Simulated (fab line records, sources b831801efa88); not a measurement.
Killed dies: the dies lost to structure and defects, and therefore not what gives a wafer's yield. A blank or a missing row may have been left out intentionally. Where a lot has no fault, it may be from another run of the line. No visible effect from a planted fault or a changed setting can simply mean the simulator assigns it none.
fab line records    flow gf180mcu
record lots=5  wafers=15  last-day=33
route steps=602 shown PSD@258 NSD@262 SAB@264
lots that met no fault: from a run of the same line without faults
start-h: hours from the record's opening day to when the first of the lot's shown wafers began    wait-h: hours since the lot's step before    " same as the row above    L1.1+2: a row that stands for several wafers    - value missing, or start not given    * or withheld: withheld    < > ~ a bound
route shown NAME@n: a module of which the file shows steps, and the number in the route of the first    usual: the fault-free wafers' mean and standard deviation    same: alike in all rows    chamber/n: place in a boat    sites: readings site by site    _std_site: how widely they spread, as a standard deviation    _edge_site: the outer-site mean with the inner-site mean subtracted    radius-mm: for every site, how far away it sits from the centre of the wafer    mask NAME#n: copy n    behind: the last tool/chamber to shape the wafer    hold: why the lot was held/for how many hours/how that ended    device: transistor that didn't switch, given as n, p or np    end of line: tests of these same wafers at the route's end    a step given without rows: its recipe and nothing more    killed: dies lost to structure and defects at the first sort, not the wafer's yield    map: a wafer's dies, x killed, . not, _ none there
set.NAME: the setting as run; set.NAME@STEP: as run at that earlier step    model.NAME: the simulator's own value behind a step, which no gauge read
lots at selected steps of the route; one table per step, one row per wafer
services: a tool's chamber out of use, with start hour (start-h, from the record's first day; less than 0 if before it), hours out, and reason
## steps
# step GF_PSD_STRIP_10
# recipe chemistry=O2/N2  power-w=1400  pressure-mtorr=1500  platen-temp-c=250  o2-flow-sccm=3000  n2-flow-sccm=300  overash-fraction=0.5
# usual drypump-motor-current-A=5.6/0.4  heater-power-w=329/56  o2-flow-sccm=2998/9.4  oes-product-au=0.592/0.0043  strip-time-to-endpoint-s=16.53/0.034
lot.wafer  tool             chamber  start-h  wait-h  drypump-motor-current-A  heater-power-w  o2-flow-sccm  oes-product-au  rf-hours-counter-h  strip-time-to-endpoint-s
L074.1     plasma-asher-01  0        328.70   0.1     4.9                      288             3007          0.592           20                  16.58
L074.4     "                1        "        "       5.8                      413             2998          0.591           -                   16.59
L074.5     "                1        "        "       5.8                      420             2984          0.588           -                   16.51
L075.4     plasma-asher-01  1        333.98   0.1     5.8                      414             2986          0.593           -                   16.52
L075.5     "                0        "        "       4.9                      295             2993          0.591           -                   16.53
L075.6     "                1        "        "       5.8                      412             2979          0.599           -                   16.51
L078.1     plasma-asher-04  0        375.28   0.1     5.6                      339             2980          0.594           60                  16.53
L078.2     "                1        "        "       6.0                      269             3002          0.591           60                  16.54
L078.3     "                0        "        "       5.6                      354             2995          0.594           -                   16.57
L080.1     plasma-asher-03  1        377.99   0.1     5.9                      295             3004          0.592           66                  16.50
L080.2     "                0        "        "       5.7                      360             2998          0.597           66                  16.51
L080.3     "                1        "        "       5.9                      288             3010          0.589           -                   16.48
L091.2     plasma-asher-04  1        474.39   0.1     6.1                      277             2999          0.596           72                  16.56
L091.4     "                0        "        "       5.6                      342             3007          0.590           -                   16.57
L091.6     "                0        "        "       5.5                      339             3004          0.588           -                   16.55
# step GF_PSD_TW_MEAS_11
# usual PSD_TW=3210/26
lot.wafer  tool           chamber  start-h  wait-h  PSD_TW
L074.1     film-metro-04  -        328.80   0.1     3187
L074.4     "              -        "        "       3203
L074.5     "              -        "        "       3178
L075.4     film-metro-03  -        334.07   0.1     3205
L075.5     "              -        "        "       3213
L075.6     "              -        "        "       3229
L078.1     film-metro-03  -        375.38   0.1     3228
L078.2     "              -        "        "       3210
L078.3     "              -        "        "       3235
L080.1     film-metro-02  -        378.09   0.1     3229
L080.2     "              -        "        "       3243
L080.3     "              -        "        "       3230
L091.2     film-metro-02  -        474.50   0.1     3277
L091.4     "              -        "        "       3250
L091.6     "              -        "        "       3259
# step GF_PSD_CLEAN_12
# recipe chemistry=SC1/SC2  mix=1:4:20  temp-c=70  time-s=150  dry=n2-spin
lot.wafer   tool          chamber  start-h  wait-h
L074.1+4+5  wet-bench-02  2        328.86   0.1
L075.4+5+6  wet-bench-02  2        334.10   0.0
L078.1+2+3  wet-bench-02  2        375.44   0.1
L080.1+2+3  wet-bench-04  1        378.15   0.1
L091.2+4+6  wet-bench-04  1        474.55   0.0
# step GF_PSD_RTA_13
# recipe temp-c=1025  time-s=20  ambient=N2
# usual lamp-power-pct=34.4/1.7  wafer_temp_C_max=1028.3/0.88
lot.wafer  tool           chamber  start-h  wait-h  lamp-power-pct  wafer_temp_C_max
L074.1     rtp-anneal-01  0        328.91   0.0     35.9            1028.2
L074.4     "              0        "        "       35.9            1028.6
L074.5     "              0        "        "       36.0            1028.6
L075.4     rtp-anneal-01  0        334.20   0.0     35.9            1028.5
L075.5     "              0        "        "       35.9            1029.0
L075.6     "              0        "        "       35.9            1028.4
L078.1     rtp-anneal-02  0        375.49   0.0     32.4            1026.9
L078.2     "              0        "        "       32.4            1028.1
L078.3     "              0        "        "       32.3            1028.3
L080.1     rtp-anneal-01  0        378.21   0.0     35.9            1029.2
L080.2     "              0        "        "       35.9            1029.0
L080.3     "              0        "        "       35.9            1028.8
L091.2     rtp-anneal-01  0        474.62   0.0     35.9            1030.5
L091.4     "              0        "        "       35.9            1029.2
L091.6     "              0        "        "       35.9            1029.3
# step GF_PSD_RS_MEAS_14
# recipe thk-meas-gauge=four-point-probe
# usual NSD_RS=46.11/0.12
lot.wafer  tool           chamber  start-h  wait-h  NSD_RS[ohm/sq]
L074.1     film-metro-02  -        329.00   0.1     46.20
L074.4     "              -        "        "       46.09
L074.5     "              -        "        "       46.16
L075.4     film-metro-04  -        334.30   0.1     46.20
L075.5     "              -        "        "       46.22
L075.6     "              -        "        "       46.34
L078.1     film-metro-02  -        375.58   0.1     46.11
L078.2     "              -        "        "       46.15
L078.3     "              -        "        "       46.12
L080.1     film-metro-04  -        378.29   0.1     46.15
L080.2     "              -        "        "       46.09
L080.3     "              -        "        "       46.13
L091.2     film-metro-03  -        474.71   0.1     45.90
L091.4     "              -        "        "       46.12
L091.6     "              -        "        "       46.02
# step GF_PSD_RS_MEAS_15
# recipe thk-meas-gauge=four-point-probe
# usual PSD_RS=108.4/0.36
lot.wafer  tool           chamber  start-h  wait-h  PSD_RS[ohm/sq]
L074.1     film-metro-02  -        329.12   0.1     108.7
L074.4     "              -        "        "       108.8
L074.5     "              -        "        "       108.9
L075.4     film-metro-04  -        334.42   0.1     109.0
L075.5     "              -        "        "       108.5
L075.6     "              -        "        "       108.9
L078.1     film-metro-02  -        375.70   0.1     108.3
L078.2     "              -        "        "       107.8
L078.3     "              -        "        "       108.0
L080.1     film-metro-04  -        378.41   0.1     108.7
L080.2     "              -        "        "       108.5
L080.3     "              -        "        "       108.7
L091.2     film-metro-03  -        474.83   0.1     108.5
L091.4     "              -        "        "       108.0
L091.6     "              -        "        "       108.3
# step GF_SAB_CVD_00
# recipe material=SiO2  target-thk-nm=50  precursor=TEOS  temp-c=400  time-s=4.9302  rf-w=600
# usual heater-power-w=698/58  rf-fwd-power-W=588/3
lot.wafer  tool      chamber  start-h  wait-h  heater-power-w  rf-fwd-power-W
L074.1     pecvd-03  0        329.24   0.1     747             590
L074.4     "         0        "        "       749             589
L074.5     "         1        "        "       718             591
L075.4     pecvd-02  2        334.49   0.0     775             587
L075.5     "         1        "        "       712             593
L075.6     "         0        "        "       748             596
L078.1     pecvd-04  0        375.82   0.1     613             585
L078.2     "         2        "        "       723             585
L078.3     "         1        "        "       658             589
L080.1     pecvd-03  2        378.53   0.1     671             588
L080.2     "         0        "        "       773             591
L080.3     "         1        "        "       763             592
L091.2     pecvd-04  2        474.93   0.1     672             586
L091.4     "         1        "        "       655             587
L091.6     "         0        "        "       670             586
# step GF_SAB_THK_MEAS_01
# recipe reads=SiO2_of_SAB_CVD_00
# usual SAB_CVD_00_THK=50.0/0.62
lot.wafer  tool           chamber  start-h  wait-h  SAB_CVD_00_THK[nm]
L074.1     film-metro-03  -        329.26   0.0     50.5
L074.4     "              -        "        "       50.4
L074.5     "              -        "        "       50.4
L075.4     film-metro-04  -        334.57   0.1     50.7
L075.5     "              -        "        "       50.9
L075.6     "              -        "        "       51.2
L078.1     film-metro-04  -        375.84   0.0     50.5
L078.2     "              -        "        "       50.5
L078.3     "              -        "        "       50.3
L080.1     film-metro-03  -        378.55   0.0     49.7
L080.2     "              -        "        "       49.0
L080.3     "              -        "        "       48.7
L091.2     film-metro-04  -        474.96   0.0     49.1
L091.4     "              -        "        "       50.0
L091.6     "              -        "        "       49.8
# step GF_SAB_DEHYDRATE_02
# recipe temp-c=200  time-s=60
lot.wafer   tool            chamber  start-h  wait-h
L074.1+4+5  litho-track-02  0        339.44   10.2
L075.4+5+6  litho-track-01  0        345.27   10.7
L078.1+2+3  litho-track-03  0        386.28   10.4
L080.1+2+3  litho-track-01  0        389.14   10.6
L091.2+4+6  litho-track-03  0        486.05   11.1
# step GF_SAB_HMDS_03
# recipe prime-time-s=60  prime-temp-c=120
lot.wafer   tool            chamber  start-h  wait-h
L074.1+4+5  litho-track-02  0        339.59   0.1
L075.4+5+6  litho-track-01  0        345.42   0.1
L078.1+2+3  litho-track-03  0        386.43   0.1
L080.1+2+3  litho-track-01  0        389.29   0.1
L091.2+4+6  litho-track-03  0        486.20   0.1
## services
tool             chamber  start-h  hours  kind
pecvd-04         2        330.82   8.6    repair
plasma-asher-01  -        354.38   2.8    pm
plasma-asher-03  -        354.69   1.9    repair
pecvd-04         -        356.07   6.0    pm
pecvd-02         -        368.88   14.0   pm
pecvd-02         0        368.88   14.0   vent-cycle
pecvd-02         1        368.88   14.0   vent-cycle
pecvd-02         2        368.88   14.0   vent-cycle
plasma-asher-01  -        369.13   6.1    repair
plasma-asher-01  -        374.88   0.7    repair
pecvd-02         0        382.88   -      clean
pecvd-02         1        382.88   -      clean
pecvd-02         2        382.88   -      clean
plasma-asher-04  -        411.49   2.0    repair
plasma-asher-03  -        421.25   9.0    pm
plasma-asher-03  0        421.25   9.0    vent-cycle
plasma-asher-03  1        421.25   9.0    vent-cycle
pecvd-04         -        422.48   1.2    repair
plasma-asher-01  -        430.14   5.6    repair
plasma-asher-03  0        430.25   -      clean
plasma-asher-03  1        430.25   -      clean
plasma-asher-01  -        468.72   3.4    repair
plasma-asher-03  -        483.96   2.0    repair
## key
fault none
